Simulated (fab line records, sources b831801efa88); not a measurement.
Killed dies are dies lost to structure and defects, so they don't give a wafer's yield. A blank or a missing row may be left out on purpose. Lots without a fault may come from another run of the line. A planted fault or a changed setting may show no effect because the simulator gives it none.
A struck lot beside a sound one | flow sky130 | 15 steps out of a route of 708
Sound: wafers L899.4, L899.5, L899.6. Struck: wafers L915.1, L915.2, L915.3. The cause comes at the end.
At each step with rows: each side's tool, then ch and its chambers, then its first start. Under that, the readings that differ: sound wafers | struck wafers | difference of the means | sigmas: that difference in standard deviations of wafers without a fault.
alike: readings whose means differ by less than 2 such deviations, and words and numbers that are the same on both sides. not compared: withheld readings, readings that some wafer has no value for, bounds like >300 that may hide the same value, and numbers for which the record gives no deviation and whose values overlap.
The two part at a step that has a row with sigmas, a row that says differs or no value, or rows on one side only. Numbers that don't overlap but have no deviation are shown without sigmas and don't part them. A reading that every wafer of one side lacks parts them only if that side has two wafers or more.

first, 1 step without rows for these wafers: SKY_POLY_GATE_CVD_03 (deposits Si3N4 from DCS/NH3, target thk 75 nm, time 1290 s).
SKY_POLY_GATE_THK_MEAS_04:
  sound on film_metro-03, day 15 23:52; struck on film_metro-03, day 21 23:47
  alike: POLY_GATE_CVD_03_THK
then, 8 steps without rows for these wafers: SKY_POLY_GATE_DEHYDRATE_05 (time 60 s); SKY_POLY_GATE_HMDS_06 (prime time 60 s); SKY_POLY_GATE_COAT_07 (resist thk 110 nm); SKY_POLY_GATE_COAT_08 (resist thk 450 nm); SKY_POLY_GATE_SOFTBAKE_09 (time 90 s); SKY_POLY_GATE_EXPOSE_10 (exposes mask P1M, target cd 150 nm); SKY_POLY_GATE_PEB_11; SKY_POLY_GATE_DEVELOP_12 (develop time 60 s).
SKY_POLY_GATE_CD_MEAS_13: target cd 150 nm.
  sound on cd_sem-02, day 17 04:35; struck on cd_sem-02, day 23 06:17
  alike: cd_nm
SKY_POLY_GATE_OVL_MEAS_14:
  sound on overlay-02, day 17 04:39; struck on overlay-02, day 23 06:25
  alike: POLY_GATE_OVL
SKY_POLY_GATE_ETCH_15: etches BARC in N2/H2, stops on SiO2, time 118.5 s, target depth 110 nm.
  sound on rie_diel-03 ch 1,2, day 17 04:40; struck on rie_diel-03 ch 0,2,3, day 23 06:26
  reading    | sound          | struck         | difference | sigmas
  bias_w (W) | 98.9 99.5 99.9 | 96.1 96.5 96.7 | -3.0       | -9
  alike: drypump_motor_current_A, oes_product_au, throttle_valve_pct
  not compared: rf_hours_counter_h
SKY_POLY_GATE_ETCH_16: etches Si3N4 in CH3F/O2, stops on poly-Si, time 147.5 s, target depth 75 nm.
  sound on rie_diel-03 ch 1,2, day 17 04:46; struck on rie_diel-03 ch 0,2,3, day 23 06:31
  alike: O2_flow_sccm, bias_w, drypump_motor_current_A, oes_product_au, throttle_valve_pct
  not compared: rf_hours_counter_h
-- the record jumps here: 27 days lie between the struck wafers' starts before and after (it left off in module POLY_GATE and takes up again in module PAD_OPEN, whose first step shown is number 708 of the route) --
SKY_PAD_OPEN_PROBE_99:
  sound on prober-01, day 46 04:48; struck on prober-02, day 49 23:56
  alike: killed_at_M0_to_M3, killed_at_M4_up, killed_at_contacts, killed_at_front_end, killed_at_other, killed_dies, killed_on_rim, killed_open, killed_short

WHERE THEY PART
Only at SKY_POLY_GATE_ETCH_15, within this record. Later steps at which nothing parts them and some readings are alike: SKY_POLY_GATE_ETCH_16, SKY_PAD_OPEN_PROBE_99.

WHY: what the simulator had put in
Process parameter drift: rie_diel-03, from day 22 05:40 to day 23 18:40, at SKY_POLY_GATE_ETCH_15. Setting bias_w, moved by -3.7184, from 100. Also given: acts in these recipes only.
